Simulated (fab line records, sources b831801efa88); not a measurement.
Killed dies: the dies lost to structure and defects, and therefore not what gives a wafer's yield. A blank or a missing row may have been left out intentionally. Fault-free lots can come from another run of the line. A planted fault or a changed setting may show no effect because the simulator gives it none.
The same fault as seen by 2 desks ; flow gf180mcu ; every desk sees just its own numbers, and what lay behind them comes last

## TOOL OWNER'S DESK, furnace-02
The tool's own readings at GF_DUAL_GATE_OXIDATION_02 (stabilise 600 s, purge 300 s, target thk 10.887 nm): means of the sampled wafers that have a number, for each lot that ran on this tool. Any lot whose mean is over 4 standard deviations away from the usual mean is out of limits and marked OUT; that distance is given in the brackets.
Columns: A = spikeTcUpperC at GF_DUAL_GATE_OXIDATION_02, usual 898.3 C
lot;first seen here;A
L665;day 7 18:32;898.3
L677;day 11 02:16;898.5
L678;day 11 06:44;897.7
This desk found nothing out of limits on any of the 3 lots.

## THE METROLOGY DESK
Lot by lot, what the gauges showed, no matter which tool ran the lot: averages of those sampled wafers that carry a number. Any lot whose mean is over 4 standard deviations away from the usual mean is out of limits and marked OUT; that distance is given in the brackets.
Columns: A = VT_IMPLANT_4_TW at GF_VT_IMPLANT_TW_MEAS_43, usual 693; B = MVSD_RS at GF_VT_IMPLANT_RS_MEAS_46, usual 456.8 ohm/sq; C = NWELL_RS at GF_VT_IMPLANT_RS_MEAS_47, usual 487.9 ohm/sq; D = LVPWELL_RS at GF_VT_IMPLANT_RS_MEAS_48, usual 1195 ohm/sq; E = MVPSD_RS at GF_VT_IMPLANT_RS_MEAS_49, usual 1154.4 ohm/sq; F = DUAL_GATE_OXIDATION_00_THK at GF_DUAL_GATE_THK_MEAS_03, usual 10.73 nm; G = DUAL_GATE_OVL at GF_DUAL_GATE_OVL_MEAS_11, usual -0.7 nm
lot;first seen here;A;B;C;D;E;F;G
L665;day 7 16:58;704;457.1;488.3;1194;1150.4;10.70;-1.9
L668;day 8 09:16;687;458.2;487.7;1192;1154.8;10.89;-1.7
L677;day 10 23:34;689;458.0;487.9;1197;1155.6;10.24;0.9
L678;day 11 05:52;705;457.2;486.7;1194;1152.7;10.26;-0.4
L683;day 12 13:55;704;456.7;486.2;1196;1155.5;10.66;-0.6
L685;day 13 02:26;707;455.6;487.8;1193;1151.5;10.48;-1.8
This desk found nothing out of limits on any of the 6 lots.

## BROUGHT TOGETHER
The desk of the tool owner found nothing out of limits.
The metrology desk saw nothing out of limits.

## WHAT THE SIMULATOR HAD INSERTED
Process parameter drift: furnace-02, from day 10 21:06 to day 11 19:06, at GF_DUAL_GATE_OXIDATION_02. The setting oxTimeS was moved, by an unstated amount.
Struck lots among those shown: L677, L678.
